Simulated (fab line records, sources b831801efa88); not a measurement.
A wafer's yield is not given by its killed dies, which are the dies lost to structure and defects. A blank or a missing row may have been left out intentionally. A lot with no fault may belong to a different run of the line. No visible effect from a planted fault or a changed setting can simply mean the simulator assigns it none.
Which tool did it? -- flow sky130 -- 6 lots, 18 wafers sampled, at 3 steps of a route of 708

## WHAT THE GAUGES SHOWED, per wafer
SKY_VT_ADJUST_HVTP_TW_MEAS_11.
lot,measured,on,VT_ADJUST_HVTP_TW
L462,day 6 13:32,film-metro-04,1362 1347 1352
L464,day 6 22:16,film-metro-01,1343 1345 1342
L466,day 7 13:32,film-metro-04,1355 1352 1349
L468,day 7 23:07,film-metro-01,1340 1356 1329
L480,day 10 23:41,film-metro-04,1344 1340 1346
L483,day 12 02:46,film-metro-01,1357 1355 1352

## TOOL THAT RAN EACH LOT (tool first, then ch and the chambers of the sampled wafers, then the start)
lot,SKY_NWELL_STRIP_25,SKY_VT_ADJUST_HVTP_STRIP_10
L462,"plasma-asher-02 ch 0,1, day 5 18:20","plasma-asher-02 ch 0,1, day 6 13:26"
L464,"plasma-asher-03 ch 0,1, day 6 02:34","plasma-asher-03 ch 0,1, day 6 22:10"
L466,"plasma-asher-03 ch 0,1, day 6 17:52","plasma-asher-03 ch 0,1, day 7 13:26"
L468,"plasma-asher-03 ch 0, day 7 03:34","plasma-asher-02 ch 0,1, day 7 23:01"
L480,"plasma-asher-03 ch 0,1, day 10 00:46","plasma-asher-03 ch 0,1, day 10 23:35"
L483,"plasma-asher-04 ch 0,1, day 11 02:13","plasma-asher-01 ch 0,1, day 12 02:40"
- SKY_NWELL_STRIP_25: strips in O2/N2.
- SKY_VT_ADJUST_HVTP_STRIP_10: strips in O2/N2.

## THE ANSWER, worked out from the rows above alone
Rule: usual is defined by the lots themselves. The widest of any qualifying gaps counts: lots, ordered by their means at a reading, are off when they make up no more than a third of the lots, leave a main group of 4 or more, and stand apart from it by 3 or more times the standard deviation of that group's means. The tables above print the reading to a certain number of digits; a main group whose means all agree to those digits is not used. Also off: a lot with no number at a reading for which 4 or more lots have one. The other lots that the step has rows for count as sound.
No lot is off on any of the readings shown, so nothing can be concluded from this.

## WHAT THE SIMULATOR PUT IN
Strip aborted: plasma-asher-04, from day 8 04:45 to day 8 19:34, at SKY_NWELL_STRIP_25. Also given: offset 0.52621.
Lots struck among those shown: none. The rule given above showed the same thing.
